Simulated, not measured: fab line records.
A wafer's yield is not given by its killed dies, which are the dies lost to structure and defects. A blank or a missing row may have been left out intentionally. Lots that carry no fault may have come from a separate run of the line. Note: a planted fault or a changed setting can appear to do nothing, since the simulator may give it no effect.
Lot-split experiment + flow gf180mcu + on a route of 602 steps: 5 lots, 23 wafers read

== THE SPLIT ITSELF ==
At GF_V4_PEB_12 (peb time 90 s), the setting peb_temp_c was moved away from the recipe's 135 C on 11 of the 23 wafers read, by -2.1% to +1.6%. For the rest of the wafers, this setting stayed at what the recipe calls for.

== FROM SPLIT TO READING: 1 step shown by the file between the two ==
- GF_V4_DEVELOP_13: develop time 60 s

== THE READING ==
cd_nm (nm) at GF_V4_CD_MEAS_14, where the cd target is 260 nm. Typical for fault-free wafers on this fab line: 259.6 nm, with standard deviation 1.3 nm.

| wafer  | tool, chamber at the split | peb_temp_c as run, C | against the recipe | cd_nm, nm | against lot-mates on the recipe |
|--------|----------------------------|----------------------|--------------------|-----------|---------------------------------|
| L076.1 | litho_track-02, 0          | 135                  | recipe             | 258.8     | -                               |
| L076.2 | litho_track-02, 0          | 137.2                | +1.6%              | 264.3     | +5.4                            |
| L076.3 | litho_track-02, 0          | 135                  | recipe             | 259.2     | -                               |
| L076.4 | litho_track-02, 0          | 137.2                | +1.6%              | 265.1     | +6.2                            |
| L076.5 | litho_track-02, 0          | 135                  | recipe             | 258.8     | -                               |
| L078.2 | litho_track-03, 0          | 135                  | recipe             | 259.8     | -                               |
| L078.3 | litho_track-03, 0          | 135                  | recipe             | 259.6     | -                               |
| L078.4 | litho_track-03, 0          | 132.2                | -2.1%              | 250.9     | -8.8                            |
| L078.5 | litho_track-03, 0          | 132.2                | -2.1%              | 250.8     | -8.9                            |
| L078.6 | litho_track-03, 0          | 132.2                | -2.1%              | 250.3     | -9.4                            |
| L079.1 | litho_track-01, 0          | 135                  | recipe             | 260.4     | -                               |
| L079.4 | litho_track-01, 0          | 135                  | recipe             | 261.7     | -                               |
| L079.5 | litho_track-01, 0          | 135                  | recipe             | 261.8     | -                               |
| L082.1 | litho_track-02, 0          | 135                  | recipe             | 261.0     | -                               |
| L082.2 | litho_track-02, 0          | 136.7                | +1.3%              | 264.9     | +4.0                            |
| L082.3 | litho_track-02, 0          | 136.7                | +1.3%              | 264.2     | +3.3                            |
| L082.5 | litho_track-02, 0          | 136.7                | +1.3%              | 263.8     | +2.9                            |
| L082.6 | litho_track-02, 0          | 135                  | recipe             | 260.7     | -                               |
| L084.1 | litho_track-01, 0          | 133.8                | -0.9%              | 254.4     | -4.5                            |
| L084.2 | litho_track-01, 0          | 135                  | recipe             | 259.3     | -                               |
| L084.4 | litho_track-01, 0          | 135                  | recipe             | 258.4     | -                               |
| L084.5 | litho_track-01, 0          | 133.8                | -0.9%              | 255.0     | -3.9                            |
| L084.6 | litho_track-01, 0          | 133.8                | -0.9%              | 254.4     | -4.5                            |

FIT RESULTS
A straight line over all 23 wafers: cd_nm changes by +4.06 nm for each +1% of peb_temp_c; r = +0.97; the points scatter about the line by 1.1 nm.
The same after taking each lot's own level away (the mean of its wafers on the recipe; 23 wafers): +3.89 nm for each +1%; r = +0.99; scatter 0.68 nm.
The reading moves by 8.1 nm for the largest change in peb_temp_c, on that fit.
Across the lots, their own levels run from 258.85 to 261.30 nm, a range of 1.9 times the standard deviation given above.
So the lot-to-lot level changes the slope little: the two slopes agree.
Check: -8.46 nm against its lot-mates is what the line predicts for one of the wafers moved furthest among these (-2.1%) when that wafer is left out of the fit. It came out at -8.8 nm against them.

== THE OTHER SPLITS THESE WAFERS WENT THROUGH ==
These wafers also went through other splits before the reading. Each is held against what the fit with the lots' levels taken away leaves over:
| other split on the same wafers  | wafers away from the commonest value | r with cd_nm (lot level and that fit taken away) |
|---------------------------------|--------------------------------------|--------------------------------------------------|
| GF_V4_CMP_04 leave_above_ref_nm | 5                                    | +0.35                                            |

== THE WHOLE CHAIN: every reading that the file lists as answering this split, in the file's order ==
| step             | what it does                                                 | reading                                                   | change (the file's fit)              | r (the file's) |
|------------------|--------------------------------------------------------------|-----------------------------------------------------------|--------------------------------------|----------------|
| GF_V4_CD_MEAS_14 | target cd 260 nm                                             | cd_nm                                                     | +3.88 nm for each +1% of the setting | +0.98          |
| GF_V4_ETCH_16    | etches BARC in N2/H2                                         | V4.cd_nm (the simulator's own value, which no gauge read) | +4.38 nm for each +1% of the setting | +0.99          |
| GF_V4_ETCH_17    | etches SiO2 in C4F8/O2/Ar, stops on TiN, target depth 630 nm | V4.cd_nm (the simulator's own value, which no gauge read) | +4.52 nm for each +1% of the setting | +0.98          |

== FILE'S OWN FIT ==
cd_nm changes by +3.88 nm for each +1% of peb_temp_c, r = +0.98.
